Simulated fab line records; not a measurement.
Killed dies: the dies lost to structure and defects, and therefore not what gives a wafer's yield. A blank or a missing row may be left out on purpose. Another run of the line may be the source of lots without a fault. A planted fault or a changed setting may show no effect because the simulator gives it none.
The same fault as seen by 2 desks -- flow gf180mcu -- only its own numbers are on each desk; what lay behind them is given at the end

THE TOOL OWNER'S DESK: rie diel-02
The tool's own readings at GF_PASSIVATION_ETCH_11 (etches the open film in CF4/O2, stops on TiN, target depth 1800 nm, time 400 s): means of the sampled wafers that have a number, for each lot that ran on this tool. Marked OUT: a lot whose mean sits more than 4 standard deviations from the usual mean, which makes it out of limits; the brackets give that distance.
Columns: A = cf4 flow sccm at GF_PASSIVATION_ETCH_11, usual 80.03 sccm; B = chamber pressure mTorr at GF_PASSIVATION_ETCH_11, usual 150.00 mTorr; C = drypump motor current A at GF_PASSIVATION_ETCH_11, usual 5.5 A; D = oes product au at GF_PASSIVATION_ETCH_11, usual 0.964 a.u.; E = rf fwd power W at GF_PASSIVATION_ETCH_11, usual 799.0 W; F = throttle valve pct at GF_PASSIVATION_ETCH_11, usual 5.960 %
lot,first seen here,A,B,C,D,E,F
L628,day 29 20:01,79.77,149.98,5.2,0.964,798.8,5.964
L629,day 30 04:25,80.22,150.00,5.1,0.972,799.0,5.964
L631,day 30 19:40,80.16,149.96,5.1,0.966,801.4,5.967
L633,day 31 06:32,79.96,149.93,5.1,0.963,799.5,5.962
L634,day 31 18:16,80.00,150.17,4.9,0.961,799.0,5.962
L642,day 33 15:46,79.89,150.13,5.3,0.937,799.5,5.955
L643,day 33 21:22,80.18,150.06,5.1,0.934,799.9,5.954
This desk's finding: nothing out of limits on any of the 7 lots.

THE METROLOGY DESK
What the gauges read, lot by lot, whatever tool the lot ran on: means of the sampled wafers that have a number. Marked OUT: a lot whose mean sits more than 4 standard deviations from the usual mean, which makes it out of limits; the brackets give that distance.
Columns: A = cd nm at GF_M5_CD_MEAS_07, usual 279.9 nm
lot,first seen here,A
L626,day 26 07:53,279.2
L627,day 26 20:20,280.5
L628,day 27 04:35,281.6
L629,day 27 14:18,279.5
L630,day 28 02:47,279.5
L631,day 28 07:21,280.4
L633,day 28 18:13,280.2
L634,day 29 06:20,280.0
L636,day 29 18:07,279.1
L642,day 31 10:14,280.7
L643,day 31 15:10,280.8
L646,day 32 06:21,278.4
L648,day 32 21:23,279.8
L649,day 33 03:49,280.9
This desk's finding: nothing out of limits on any of the 14 lots.

PUT TOGETHER
The desk of the tool owner found nothing out of limits.
At the metrology desk, nothing out of limits was observed.

WHAT HAD BEEN PUT IN BY THE SIMULATOR
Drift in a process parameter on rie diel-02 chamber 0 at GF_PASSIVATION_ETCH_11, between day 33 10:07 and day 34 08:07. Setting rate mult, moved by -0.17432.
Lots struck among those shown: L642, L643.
